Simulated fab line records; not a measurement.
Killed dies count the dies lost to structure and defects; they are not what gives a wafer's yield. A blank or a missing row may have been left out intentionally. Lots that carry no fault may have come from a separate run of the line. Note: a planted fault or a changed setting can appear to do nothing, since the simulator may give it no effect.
fab line records -- flow sky130
record lots=15, wafers=45, lastDay=50
route steps=708 shown LDD_LDN@301 PAD_OPEN@708
lots with no fault: from the same line, run without faults
startH: the number of hours between the record's first day and the start of the first shown wafer of the lot -- waitH: hours since the lot's step before -- " same as the row above -- L1.1+2: several wafers, shown together as one row -- - value missing, or start not given -- * or withheld: withheld -- < > ~ a bound
route shown NAME@n: a module of which the file shows steps, and the number in the route of the first -- usual: mean/standard deviation taken from wafers without a fault -- same: alike in all rows -- chamber/n: place in a boat -- sites: per-site readings -- _std_site: the values' standard deviation -- _edge_site: mean of outer sites minus mean of inner sites -- radiusMm: how far each site lies from the wafer's centre -- mask NAME#n: copy n -- behind: tool/chamber where the wafer was last shaped -- hold: reason for holding the lot/hours on hold/outcome of the hold -- device: whichever transistor did not switch (one of n, p or np) -- end of line: at the end of the route, the tests of the same wafers -- a step with no rows: only its recipe -- killed: at the first sort, the dies lost to defects and structure; wafer yield is something else -- map: shows each die of a wafer: x if killed, . if not, _ if none is there
set.NAME: the setting that was run; set.NAME@STEP: the one run at that earlier step -- model.NAME: the simulator's own value behind a step, which no gauge read
one table for each step of the route and one row for each wafer, over a sample of lots
services: a tool's chamber out of use, with start hour (startH, from the record's first day; less than 0 if before it), hours out, and reason
## steps
# step SKY_LDD_LDN_STRIP_12
# recipe chemistry=O2/N2, powerW=1400, pressureMtorr=1500, platenTempC=withheld, o2FlowSccm=3000, n2FlowSccm=300, overashFraction=0.5
# usual chamberPressureMTorr=1500.1/1.4, drypumpMotorCurrentA=6.2/0.53, oesProductAu=0.715/0.0049, stripTimeToEndpointS=14.17/0.043
lot.wafer,tool,chamber,startH,waitH,chamberPressureMTorr,drypumpMotorCurrentA,oesProductAu,rfHoursCounterH,stripTimeToEndpointS
L408.4,plasmaAsher-03,1,510.17,0.1,1502.5,6.7,0.719,-,14.13
L408.5,plasmaAsher-03,1,510.17,0.1,1499.6,6.7,0.714,-,14.14
L408.6,plasmaAsher-03,0,510.17,0.1,1497.3,6.7,0.721,-,14.15
L409.3,plasmaAsher-03,0,519.48,0.1,1502.3,6.7,0.708,-,14.14
L409.4,plasmaAsher-03,1,519.48,0.1,1500.0,6.8,0.718,-,14.15
L409.5,plasmaAsher-03,0,519.48,0.1,1499.1,6.8,0.719,-,14.14
L410.3,plasmaAsher-04,1,535.53,0.1,1501.4,5.5,0.718,-,14.15
L410.5,plasmaAsher-04,0,535.53,0.1,1500.9,6.1,0.716,-,14.12
L410.6,plasmaAsher-04,1,535.53,0.1,1501.0,5.4,0.710,-,14.18
L411.3,plasmaAsher-04,1,543.43,0.1,1501.8,5.4,0.719,-,14.19
L411.4,plasmaAsher-04,0,543.43,0.1,1499.6,6.1,0.706,-,14.21
L411.6,plasmaAsher-04,0,543.43,0.1,1498.9,6.1,0.717,-,14.17
L413.1,plasmaAsher-03,1,559.46,0.1,-,-,-,-,-
L413.5,plasmaAsher-03,0,559.46,0.1,-,-,-,-,-
L413.6,plasmaAsher-03,1,559.46,0.1,-,-,-,-,-
L414.1,plasmaAsher-04,1,574.26,0.1,-,-,-,-,-
L414.4,plasmaAsher-04,1,574.26,0.1,-,-,-,-,-
L414.6,plasmaAsher-04,0,574.26,0.1,-,-,-,-,-
L415.4,plasmaAsher-04,0,579.67,0.1,-,-,-,-,-
L415.5,plasmaAsher-04,1,579.67,0.1,-,-,-,-,-
L415.6,plasmaAsher-04,0,579.67,0.1,-,-,-,-,-
L420.1,plasmaAsher-04,1,636.71,0.1,1500.6,5.4,0.721,94,14.13
L420.4,plasmaAsher-04,0,636.71,0.1,1500.6,6.1,0.714,-,14.14
L420.5,plasmaAsher-04,0,636.71,0.1,1500.9,6.1,0.710,-,14.12
L423.1,plasmaAsher-04,0,657.53,0.1,1500.5,6.1,0.718,95,14.18
L423.5,plasmaAsher-04,1,657.53,0.1,1499.4,5.4,0.715,-,14.21
L423.6,plasmaAsher-04,0,657.53,0.1,1501.3,6.1,0.713,-,14.21
L424.1,plasmaAsher-04,1,668.51,0.1,1502.6,5.4,0.719,96,14.11
L424.2,plasmaAsher-04,0,668.51,0.1,1501.1,6.2,0.717,96,14.10
L424.4,plasmaAsher-04,0,668.51,0.1,1501.0,6.1,0.727,-,14.08
L427.3,plasmaAsher-03,1,684.83,0.1,1498.6,6.7,0.711,-,14.20
L427.4,plasmaAsher-03,0,684.83,0.1,1503.8,6.7,0.715,-,14.18
L427.6,plasmaAsher-03,1,684.83,0.1,1500.0,6.8,0.710,-,14.18
L428.1,plasmaAsher-01,0,694.79,0.1,1501.4,5.9,0.709,88,14.22
L428.2,plasmaAsher-01,1,694.79,0.1,1499.6,5.7,0.720,88,14.23
L428.3,plasmaAsher-01,1,694.79,0.1,1499.2,5.7,0.725,-,14.25
L429.1,plasmaAsher-03,0,707.04,0.1,1499.1,6.7,0.716,55,14.14
L429.2,plasmaAsher-03,1,707.04,0.1,1498.8,6.7,0.722,55,14.16
L429.4,plasmaAsher-03,0,707.04,0.1,1497.3,6.7,0.716,-,14.18
L430.2,plasmaAsher-04,1,707.13,0.2,1501.8,5.4,0.717,101,14.20
L430.4,plasmaAsher-04,1,707.13,0.2,1500.7,5.4,0.717,-,14.18
L430.6,plasmaAsher-04,0,707.13,0.2,1499.3,6.2,0.716,-,14.20
L431.1,plasmaAsher-03,0,710.49,0.1,1501.4,6.7,0.712,56,14.22
L431.4,plasmaAsher-03,1,710.49,0.1,1501.7,6.7,0.725,-,14.20
L431.6,plasmaAsher-03,0,710.49,0.1,1499.5,6.7,0.719,-,14.22
# step SKY_PAD_OPEN_PROBE_99
# usual killed_at_M0_to_M3=44/7.2, killed_at_M4_up=3.1/1.8, killedAtContacts=24/4.5, killedAtFrontEnd=16/4.4, killedAtOther=0.2/0.42, killedDies=87/8.9, killedOnRim=17/4.1, killedOpen=48/6.4, killedShort=39/6.2
# same grossDies=492, killedAtBackSide=0
lot.wafer,tool,chamber,startH,waitH,hold,killed_at_M0_to_M3,killed_at_M4_up,killedAtContacts,killedAtFrontEnd,killedAtOther,killedDies,killedOnRim,killedOpen,killedShort
L408.4,prober-01,-,1053.98,0.2,-,51,4,25,16,1,97,19,62,35
L408.5,prober-01,-,1054.03,0.2,-,48,3,16,25,0,92,21,47,45
L408.6,prober-01,-,1054.08,0.2,-,41,2,29,15,0,87,13,47,40
L409.3,prober-02,-,1064.22,0.2,-,49,5,22,14,0,90,16,48,42
L409.4,prober-02,-,1064.27,0.2,-,45,6,28,20,0,99,24,46,53
L409.5,prober-02,-,1064.32,0.2,-,42,2,24,14,1,83,19,47,36
L410.3,prober-01,-,1073.08,0.2,-,59,4,28,13,0,104,17,66,38
L410.5,prober-01,-,1073.18,0.2,-,53,2,23,10,0,88,20,51,37
L410.6,prober-01,-,1073.23,0.2,-,61,3,19,12,1,96,29,53,43
L411.3,prober-02,-,1076.17,0.2,-,33,3,24,19,2,81,14,44,37
L411.4,prober-02,-,1076.22,0.2,-,39,1,25,23,0,88,16,56,32
L411.6,prober-02,-,1076.32,0.2,-,40,1,22,23,1,87,20,41,46
L413.1,prober-02,-,1088.31,0.1,awaitDispo/4.3h/scrap,41,6,21,424,0,492,96,51,27
L413.5,prober-02,-,1088.51,0.2,awaitDispo/4.3h/scrap,47,7,16,422,0,492,96,45,34
L413.6,prober-02,-,1088.56,0.2,awaitDispo/4.3h/scrap,43,3,20,426,0,492,96,42,36
L414.1,prober-01,-,1097.38,0.1,awaitDispo/2.2h/scrap,43,4,20,423,2,492,96,40,58
L414.4,prober-01,-,1097.53,0.2,awaitDispo/2.2h/scrap,38,2,23,429,0,492,96,52,33
L414.6,prober-01,-,1097.63,0.2,awaitDispo/2.2h/scrap,42,0,28,422,0,492,96,46,47
L415.4,prober-02,-,1103.00,0.2,awaitDispo/2.1h/scrap,43,1,22,426,0,492,96,45,44
L415.5,prober-02,-,1103.05,0.2,awaitDispo/2.1h/scrap,45,2,22,423,0,492,96,55,29
L415.6,prober-02,-,1103.10,0.2,awaitDispo/2.1h/scrap,38,2,33,419,0,492,96,48,44
L420.1,prober-01,-,1139.77,0.1,-,39,2,27,16,0,84,25,43,41
L420.4,prober-01,-,1139.92,0.2,-,25,4,23,15,0,67,7,34,33
L420.5,prober-01,-,1139.97,0.2,-,42,6,24,19,0,91,11,42,49
L423.1,prober-02,-,1156.57,0.1,-,42,3,18,14,0,77,12,40,37
L423.5,prober-02,-,1156.77,0.2,-,38,1,21,12,1,73,13,39,34
L423.6,prober-02,-,1156.82,0.2,-,46,2,26,9,0,83,12,41,42
L424.1,prober-01,-,1158.70,0.1,-,45,4,26,12,0,87,11,52,35
L424.2,prober-01,-,1158.75,0.1,-,46,1,25,15,0,87,14,50,37
L424.4,prober-01,-,1158.85,0.2,-,47,3,28,20,0,98,21,56,42
L427.3,prober-02,-,1174.32,0.2,-,39,3,21,13,0,76,23,41,35
L427.4,prober-02,-,1174.37,0.2,-,51,1,26,16,1,95,22,60,35
L427.6,prober-02,-,1174.47,0.2,-,54,1,11,13,1,80,19,48,32
L428.1,prober-01,-,1177.34,0.1,-,41,3,22,22,1,89,21,56,33
L428.2,prober-01,-,1177.39,0.1,-,39,4,32,24,0,99,18,51,48
L428.3,prober-01,-,1177.44,0.2,-,39,2,32,19,0,92,16,51,41
L429.1,prober-02,-,1186.54,0.1,-,33,6,28,16,0,83,12,47,36
L429.2,prober-02,-,1186.59,0.1,-,43,3,24,18,0,88,23,49,39
L429.4,prober-02,-,1186.69,0.2,-,46,2,20,18,1,87,17,51,36
L430.2,prober-01,-,1187.72,0.1,-,52,1,22,16,0,91,17,48,43
L430.4,prober-01,-,1187.82,0.2,-,50,5,22,9,0,86,14,52,34
L430.6,prober-01,-,1187.92,0.2,-,43,0,30,18,0,91,20,53,38
L431.1,prober-02,-,1188.64,0.1,-,39,3,26,15,0,83,14,57,26
L431.4,prober-02,-,1188.79,0.2,-,42,3,18,19,0,82,15,46,36
L431.6,prober-02,-,1188.89,0.2,-,44,5,26,13,0,88,21,47,41
# killed by level:class
L408.4 VIA1:geometricParticle:open=16 CONTACT:geometricParticle:open=11 VIA2:geometricParticle:open=9 VIA3:geometricParticle:open=7 POLY_GATE:geometricParticle:short=5 LI_CONTACT:geometricParticle:open=5 LOCAL_INTERCONNECT:geometricParticle:short=5 POLY_GATE:geometricParticle:open=4
L408.5 VIA1:geometricParticle:open=11 POLY_GATE:geometricParticle:open=8 METAL1:geometricParticle:short=8 VIA1:geometricParticle:short=6 LI_CONTACT:geometricParticle:open=5 VIA3:geometricParticle:open=5 POLY_GATE:geometricParticle:short=4 LOCAL_INTERCONNECT:geometricParticle:short=4
L408.6 CONTACT:geometricParticle:open=10 LI_CONTACT:geometricParticle:open=9 VIA2:geometricParticle:open=9 FIELD_ISO:geometricParticle:short=6 METAL1:geometricParticle:short=6 METAL2:geometricParticle:short=5 VIA1:geometricParticle:open=5 CONTACT:geometricParticle:short=4
L409.3 CONTACT:geometricParticle:open=9 LI_CONTACT:geometricParticle:open=7 VIA1:geometricParticle:short=7 VIA1:geometricParticle:open=7 VIA3:geometricParticle:open=7 METAL2:geometricParticle:short=6 POLY_GATE:geometricParticle:short=5 METAL1:geometricParticle:short=5
L409.4 CONTACT:geometricParticle:open=10 METAL2:geometricParticle:short=7 VIA3:geometricParticle:open=7 VIA1:geometricParticle:open=6 METAL4:geometricParticle:short=6 VIA2:geometricParticle:open=5 LI_CONTACT:geometricParticle:open=5 CONTACT:geometricParticle:short=5
L409.5 VIA1:geometricParticle:open=12 CONTACT:geometricParticle:open=7 FIELD_ISO:geometricParticle:open=5 FIELD_ISO:geometricParticle:short=5 METAL1:geometricParticle:short=5 LOCAL_INTERCONNECT:geometricParticle:short=5 VIA3:geometricParticle:short=5 METAL2:geometricParticle:short=5
L410.3 VIA1:geometricParticle:open=21 CONTACT:geometricParticle:open=16 LI_CONTACT:geometricParticle:open=7 METAL2:geometricParticle:short=6 VIA2:geometricParticle:open=6 METAL3:geometricParticle:short=6 VIA1:geometricParticle:short=5 FIELD_ISO:geometricParticle:short=4
L410.5 VIA1:geometricParticle:open=14 CONTACT:geometricParticle:open=10 METAL1:geometricParticle:short=8 VIA3:geometricParticle:open=7 VIA1:geometricParticle:short=7 LI_CONTACT:geometricParticle:open=5 VIA2:geometricParticle:short=5 VIA2:geometricParticle:open=5
L410.6 VIA1:geometricParticle:open=12 METAL2:geometricParticle:short=9 METAL1:geometricParticle:short=8 CONTACT:geometricParticle:open=7 VIA2:geometricParticle:open=7 VIA3:geometricParticle:open=7 LI_CONTACT:geometricParticle:open=6 FIELD_ISO:geometricParticle:open=5
L411.3 LI_CONTACT:geometricParticle:open=9 VIA3:geometricParticle:open=8 CONTACT:geometricParticle:open=7 FIELD_ISO:geometricParticle:open=5 FIELD_ISO:geometricParticle:short=4 VIA1:geometricParticle:short=4 VIA1:geometricParticle:open=4 VIA2:geometricParticle:open=4
L411.4 VIA1:geometricParticle:open=14 CONTACT:geometricParticle:open=12 FIELD_ISO:geometricParticle:short=6 POLY_GATE:geometricParticle:open=6 LI_CONTACT:geometricParticle:open=6 VIA3:geometricParticle:open=6 POLY_GATE:geometricParticle:short=4 VIA2:geometricParticle:open=4
L411.6 CONTACT:geometricParticle:open=11 FIELD_ISO:geometricParticle:short=7 METAL1:geometricParticle:short=6 VIA1:geometricParticle:open=6 VIA3:geometricParticle:open=6 VIA1:geometricParticle:short=5 POLY_GATE:geometricParticle:short=4 POLY_GATE:geometricParticle:open=4
L413.1 SPACER:areaCvd=414 VIA2:geometricParticle:open=9 CONTACT:geometricParticle:open=8 VIA1:geometricParticle:open=6 VIA3:geometricParticle:open=6 LI_CONTACT:geometricParticle:open=5 CONTACT:geometricParticle:short=5 METAL1:geometricParticle:open=5
L413.5 SPACER:areaCvd=413 VIA1:geometricParticle:open=10 CONTACT:geometricParticle:open=9 VIA3:geometricParticle:open=7 VIA2:geometricParticle:open=6 METAL1:geometricParticle:short=5 POLY_GATE:geometricParticle:short=4 METAL4:geometricParticle:short=4
L413.6 SPACER:areaCvd=414 VIA1:geometricParticle:open=12 LI_CONTACT:geometricParticle:open=7 VIA1:geometricParticle:short=7 CONTACT:geometricParticle:open=6 VIA3:geometricParticle:open=5 METAL1:geometricParticle:short=5 METAL2:geometricParticle:short=5
L414.1 SPACER:areaCvd=394 POLY_GATE:geometricParticle:short=8 VIA1:geometricParticle:open=8 METAL2:geometricParticle:short=8 POLY_GATE:geometricParticle:open=7 LI_CONTACT:geometricParticle:open=6 LOCAL_INTERCONNECT:geometricParticle:short=6 VIA1:geometricParticle:short=6
L414.4 SPACER:areaCvd=407 VIA1:geometricParticle:open=12 FIELD_ISO:geometricParticle:short=10 FIELD_ISO:geometricParticle:open=8 CONTACT:geometricParticle:open=8 LI_CONTACT:geometricParticle:open=7 VIA3:geometricParticle:open=7 LOCAL_INTERCONNECT:geometricParticle:short=4
L414.6 SPACER:areaCvd=399 VIA1:geometricParticle:open=9 VIA2:geometricParticle:open=8 CONTACT:geometricParticle:open=8 LOCAL_INTERCONNECT:geometricParticle:short=7 FIELD_ISO:geometricParticle:short=6 POLY_GATE:geometricParticle:open=6 LI_CONTACT:geometricParticle:open=6
L415.4 SPACER:areaCvd=403 VIA1:geometricParticle:open=13 METAL1:geometricParticle:short=7 LI_CONTACT:geometricParticle:open=7 POLY_GATE:geometricParticle:short=6 FIELD_ISO:geometricParticle:open=5 FIELD_ISO:geometricParticle:short=5 CONTACT:geometricParticle:open=5
L415.5 SPACER:areaCvd=408 VIA1:geometricParticle:open=14 VIA2:geometricParticle:open=9 LI_CONTACT:geometricParticle:open=8 CONTACT:geometricParticle:open=6 FIELD_ISO:geometricParticle:open=5 METAL1:geometricParticle:short=5 POLY_GATE:geometricParticle:open=4
L415.6 SPACER:areaCvd=400 CONTACT:geometricParticle:open=12 VIA1:geometricParticle:open=11 VIA3:geometricParticle:open=9 CONTACT:geometricParticle:short=8 POLY_GATE:geometricParticle:short=7 LOCAL_INTERCONNECT:geometricParticle:short=7 FIELD_ISO:geometricParticle:short=5
L420.1 VIA1:geometricParticle:open=12 POLY_GATE:geometricParticle:open=7 LI_CONTACT:geometricParticle:short=6 CONTACT:geometricParticle:open=6 METAL2:geometricParticle:short=6 LI_CONTACT:geometricParticle:open=5 CONTACT:geometricParticle:short=5 VIA3:geometricParticle:open=5
L420.4 LI_CONTACT:geometricParticle:open=7 VIA1:geometricParticle:open=7 FIELD_ISO:geometricParticle:short=6 CONTACT:geometricParticle:open=5 LI_CONTACT:geometricParticle:short=5 METAL2:geometricParticle:short=4 METAL4:geometricParticle:short=3 CONTACT:geometricParticle:short=3
L420.5 CONTACT:geometricParticle:open=11 POLY_GATE:geometricParticle:short=7 METAL2:geometricParticle:short=7 VIA1:geometricParticle:open=7 METAL4:geometricParticle:short=6 VIA3:geometricParticle:open=6 VIA1:geometricParticle:short=5 METAL3:geometricParticle:short=5
L423.1 VIA1:geometricParticle:open=10 FIELD_ISO:geometricParticle:open=6 CONTACT:geometricParticle:short=5 METAL2:geometricParticle:short=5 VIA3:geometricParticle:open=5 FIELD_ISO:geometricParticle:short=4 VIA2:geometricParticle:open=4 CONTACT:geometricParticle:open=4
L423.5 CONTACT:geometricParticle:open=8 VIA1:geometricParticle:open=8 VIA3:geometricParticle:open=7 LOCAL_INTERCONNECT:geometricParticle:short=6 METAL2:geometricParticle:short=5 METAL1:geometricParticle:short=4 VIA1:geometricParticle:short=4 FIELD_ISO:geometricParticle:open=3
L423.6 VIA2:geometricParticle:open=11 VIA1:geometricParticle:open=10 CONTACT:geometricParticle:open=7 VIA1:geometricParticle:short=7 CONTACT:geometricParticle:short=6 METAL2:geometricParticle:short=6 LI_CONTACT:geometricParticle:short=5 LI_CONTACT:geometricParticle:open=5
L424.1 VIA1:geometricParticle:open=10 VIA3:geometricParticle:open=9 CONTACT:geometricParticle:open=8 VIA2:geometricParticle:open=7 CONTACT:geometricParticle:short=7 LI_CONTACT:geometricParticle:open=6 METAL2:geometricParticle:short=5 VIA3:geometricParticle:short=5
L424.2 VIA1:geometricParticle:open=12 VIA2:geometricParticle:open=9 LI_CONTACT:geometricParticle:open=9 CONTACT:geometricParticle:open=9 POLY_GATE:geometricParticle:short=7 VIA1:geometricParticle:short=5 LOCAL_INTERCONNECT:geometricParticle:short=4 METAL2:geometricParticle:short=4
L424.4 CONTACT:geometricParticle:open=10 LI_CONTACT:geometricParticle:open=9 VIA1:geometricParticle:open=9 VIA1:geometricParticle:short=8 VIA3:geometricParticle:open=6 METAL2:geometricParticle:short=6 POLY_GATE:geometricParticle:open=5 VIA2:geometricParticle:open=5
L427.3 VIA1:geometricParticle:open=15 CONTACT:geometricParticle:open=7 VIA2:geometricParticle:open=5 FIELD_ISO:geometricParticle:short=4 LI_CONTACT:geometricParticle:short=4 VIA1:geometricParticle:short=4 CONTACT:geometricParticle:short=4 VIA3:geometricParticle:open=4
L427.4 LI_CONTACT:geometricParticle:open=14 VIA1:geometricParticle:open=14 VIA2:geometricParticle:open=9 METAL1:geometricParticle:short=7 FIELD_ISO:geometricParticle:open=5 LOCAL_INTERCONNECT:geometricParticle:short=5 VIA2:geometricParticle:short=5 VIA3:geometricParticle:open=4
L427.6 VIA1:geometricParticle:open=13 VIA2:geometricParticle:open=8 CONTACT:geometricParticle:open=6 METAL1:geometricParticle:short=6 VIA3:geometricParticle:open=6 VIA1:geometricParticle:short=5 METAL2:geometricParticle:short=5 POLY_GATE:geometricParticle:short=4
L428.1 VIA1:geometricParticle:open=10 CONTACT:geometricParticle:open=10 VIA2:geometricParticle:open=7 FIELD_ISO:geometricParticle:open=6 VIA3:geometricParticle:open=6 POLY_GATE:geometricParticle:open=5 POLY_GATE:geometricParticle:short=4 LI_CONTACT:geometricParticle:open=4
L428.2 CONTACT:geometricParticle:open=10 VIA1:geometricParticle:open=8 POLY_GATE:geometricParticle:open=7 LI_CONTACT:geometricParticle:open=7 LI_CONTACT:geometricParticle:short=7 FIELD_ISO:geometricParticle:open=6 POLY_GATE:geometricParticle:short=6 METAL1:geometricParticle:short=6
L428.3 CONTACT:geometricParticle:open=12 VIA1:geometricParticle:open=10 CONTACT:geometricParticle:short=8 FIELD_ISO:geometricParticle:open=7 LI_CONTACT:geometricParticle:open=7 METAL1:geometricParticle:short=7 VIA1:geometricParticle:short=6 FIELD_ISO:geometricParticle:short=5
L429.1 CONTACT:geometricParticle:open=8 FIELD_ISO:geometricParticle:open=7 LI_CONTACT:geometricParticle:open=7 VIA1:geometricParticle:open=5 METAL2:geometricParticle:short=5 FIELD_ISO:geometricParticle:short=4 LI_CONTACT:geometricParticle:short=4 VIA1:geometricParticle:short=4
L429.2 LI_CONTACT:geometricParticle:open=10 VIA1:geometricParticle:open=9 VIA2:geometricParticle:open=8 POLY_GATE:geometricParticle:short=6 POLY_GATE:geometricParticle:open=5 CONTACT:geometricParticle:short=5 METAL3:geometricParticle:short=5 VIA3:geometricParticle:open=5
L429.4 VIA1:geometricParticle:open=13 VIA3:geometricParticle:open=11 CONTACT:geometricParticle:open=7 VIA2:geometricParticle:open=6 FIELD_ISO:geometricParticle:short=5 LOCAL_INTERCONNECT:geometricParticle:short=5 VIA1:geometricParticle:short=4 LI_CONTACT:geometricParticle:open=4
L430.2 VIA1:geometricParticle:open=13 METAL2:geometricParticle:short=9 CONTACT:geometricParticle:open=7 VIA3:geometricParticle:open=6 POLY_GATE:geometricParticle:short=5 LI_CONTACT:geometricParticle:short=5 LOCAL_INTERCONNECT:geometricParticle:short=5 METAL1:geometricParticle:short=5
L430.4 VIA2:geometricParticle:open=12 LI_CONTACT:geometricParticle:open=8 VIA3:geometricParticle:open=7 VIA1:geometricParticle:open=7 CONTACT:geometricParticle:open=7 METAL1:geometricParticle:short=6 VIA1:geometricParticle:short=6 METAL2:geometricParticle:short=6
L430.6 CONTACT:geometricParticle:open=10 VIA2:geometricParticle:open=10 VIA1:geometricParticle:open=9 LI_CONTACT:geometricParticle:open=8 FIELD_ISO:geometricParticle:open=6 CONTACT:geometricParticle:short=6 METAL1:geometricParticle:short=5 METAL2:geometricParticle:short=5
L431.1 VIA1:geometricParticle:open=11 LI_CONTACT:geometricParticle:open=10 CONTACT:geometricParticle:open=9 VIA3:geometricParticle:open=6 VIA2:geometricParticle:open=6 FIELD_ISO:geometricParticle:open=5 VIA1:geometricParticle:short=5 POLY_GATE:geometricParticle:short=3
L431.4 VIA1:geometricParticle:open=8 VIA2:geometricParticle:open=8 FIELD_ISO:geometricParticle:open=7 CONTACT:geometricParticle:open=6 VIA3:geometricParticle:open=6 LOCAL_INTERCONNECT:geometricParticle:short=4 METAL3:geometricParticle:short=4 FIELD_ISO:geometricParticle:short=3
L431.6 VIA1:geometricParticle:open=12 CONTACT:geometricParticle:open=9 CONTACT:geometricParticle:short=7 METAL3:geometricParticle:short=6 VIA2:geometricParticle:open=6 POLY_GATE:geometricParticle:open=5 LI_CONTACT:geometricParticle:open=5 METAL4:geometricParticle:short=5
## services
tool,chamber,startH,hours,kind
plasmaAsher-03,-,595.22,1.7,repair
plasmaAsher-04,-,601.69,2.1,repair
plasmaAsher-04,-,637.37,14.6,pm
plasmaAsher-03,-,649.19,14.6,pm
plasmaAsher-03,-,673.57,10.2,repair
plasmaAsher-03,-,700.09,2.9,repair
plasmaAsher-01,-,705.75,4.2,repair
## key
firstSign step=SKY_LDD_LDN_STRIP_12, reading=toolRecord, direction=missing
effect step=SKY_PAD_OPEN_PROBE_99, reading=killedAtFrontEnd, direction=up, sigmas=93, usual=16, struck=424
moreKillsBornAt SKY_SPACER_CVD_00@lpcvd-02=3652
metAt SKY_LDD_LDN_STRIP_12
struckLots L413,L414,L415
laterRowsLeftOut L413.1,L413.5,L413.6,L414.1,L414.4,L414.6,L415.4,L415.5,L415.6
testerLeftOut L413,L414,L415
onsetBetween 543.43 559.46
fault kind=skippedStepWhole, tool=plasmaAsher-03,plasmaAsher-04, chamber=-, onsetH=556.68, steps=SKY_LDD_LDN_STRIP_12, scope=struckLotsOnly
# testerLeftOut: of these lots the tester's yield and bins aren't shown, on N5 and GAA mostly nor the transistor test; their killed dies are dies lost to structure and defects alone, not to doping, threshold or leakage, so they don't give the yield
# laterRowsLeftOut: the simulator's readings of these wafers behind a module that went badly wrong aren't trusted and aren't shown, but for the sort
